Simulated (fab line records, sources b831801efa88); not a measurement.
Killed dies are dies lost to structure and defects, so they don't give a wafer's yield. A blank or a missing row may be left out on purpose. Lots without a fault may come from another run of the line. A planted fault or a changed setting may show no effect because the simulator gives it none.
Problem report in the 8D (eight disciplines) form, filled by code | flow sky130 | the parts of the form that need people (team, actions taken, sign-off) are left out

1. THE PROBLEM
VIA1_HDPCVD_THK at SKY_VIA1_THK_MEAS_01 reads a mean of 1175 nm on 1 wafer of 1 lot; wafers without a fault read 1036 nm with a standard deviation of 11. That is +13 standard deviations from the usual mean.
First seen on wafer L398.3, day 37 13:49, on film_metro-01. The record holds 35 wafers of 12 lots with a number at this step. Rule for "out", or "out of limits": more than 4 standard deviations from the usual mean. The other wafers with a number count as sound.

2. WHAT IT IS AND WHAT IT IS NOT
question                    | is                | is not
which readings at this step | VIA1_HDPCVD_THK   | -
which lots                  | L398              | L385, L386, L387, L389, L391, L393, L395, L396, L397, L405, L406
which wafers of those lots  | L398.3            | L398.4
read on which gauges        | film_metro-01     | film_metro-02, film_metro-03
when                        | from day 37 13:49 | up to then (28 sound wafers); but 6 sound wafers of L405, L406 came after

3. SUSPECTS, AND WHAT RULES EACH OUT
Counting: a tool at a process step up to the reading stays a suspect if it ran every lot that is out. Sound lots after the first of them don't rule it out here, since some wafers of a struck lot are sound.
- the gauge at SKY_VIA1_THK_MEAS_01: ruled out. All the wafers that are out were read on film_metro-01, but those of them that SKY_VIA1_HDPCVD_00 has rows for are out there too, on other tools.
- plasma_asher-03 at SKY_VT_ADJUST_LVTN_STRIP_20 (strips in O2/N2): kept. It ran the lot that is out, L398 (day 11 20:09); its last sound lot up to then is L393 (day 10 07:07).
- hdpcvd-02 at SKY_VIA1_HDPCVD_00 (deposits SiO2, target thk 1030 nm, time 171.7 s): kept. It ran the lot that is out, L398 (day 37 13:41); its last sound lot up to then is L395 (day 37 05:25). Its own readings are out on those wafers: run_length_s.
- Within plasma_asher-03 at SKY_VT_ADJUST_LVTN_STRIP_20: the wafers that are out ran in chamber 0; their sound lot-mates ran in chamber 1.
- Within hdpcvd-02 at SKY_VIA1_HDPCVD_00: the wafers that are out ran in chamber 1; their sound lot-mates ran in chamber 0.
Left after counting: plasma_asher-03 at SKY_VT_ADJUST_LVTN_STRIP_20, hdpcvd-02 at SKY_VIA1_HDPCVD_00.

4. THE CAUSE (what the simulator had put in)
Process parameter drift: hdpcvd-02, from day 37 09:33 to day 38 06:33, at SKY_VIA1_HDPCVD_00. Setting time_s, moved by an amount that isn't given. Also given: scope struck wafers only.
Counting left 2 suspects, and this tool is among them.

5. THE CHAIN OF EFFECTS, in route order
Each row: a reading whose mean over the struck wafers that have a number lies more than 3 standard deviations from the usual. Only readings for which the record gives a usual standard deviation are gone through. hours: the time from each lot's start at the first step in this table that gives one to its start at this step, as a median over the lots. sigmas: the change in usual standard deviations.
hours | step                 | reading         | usual   | on struck wafers | change | sigmas
0     | SKY_VIA1_HDPCVD_00   | run_length_s    | 199.7 s | 225.1            | +25.4  | +45
0     | SKY_VIA1_THK_MEAS_01 | VIA1_HDPCVD_THK | 1036 nm | 1175             | +139   | +13
The process steps in it:
- SKY_VIA1_HDPCVD_00: deposits SiO2, target thk 1030 nm, time 171.7 s.

6. WHAT WOULD HAVE CAUGHT IT SOONER
In this record the first reading out of limits at a measuring or inspecting step was taken at day 37 13:49, 4 hours after the fault began at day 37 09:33.
The tool's own readings at SKY_VIA1_HDPCVD_00 were out on every struck wafer that the step has a row for (run_length_s): an alarm limit on them would have fired on the first of those.
All the lots that are out (1) had begun SKY_VIA1_HDPCVD_00 on hdpcvd-02 by day 37 13:49. A hold on the tool at that time would have spared none of them.
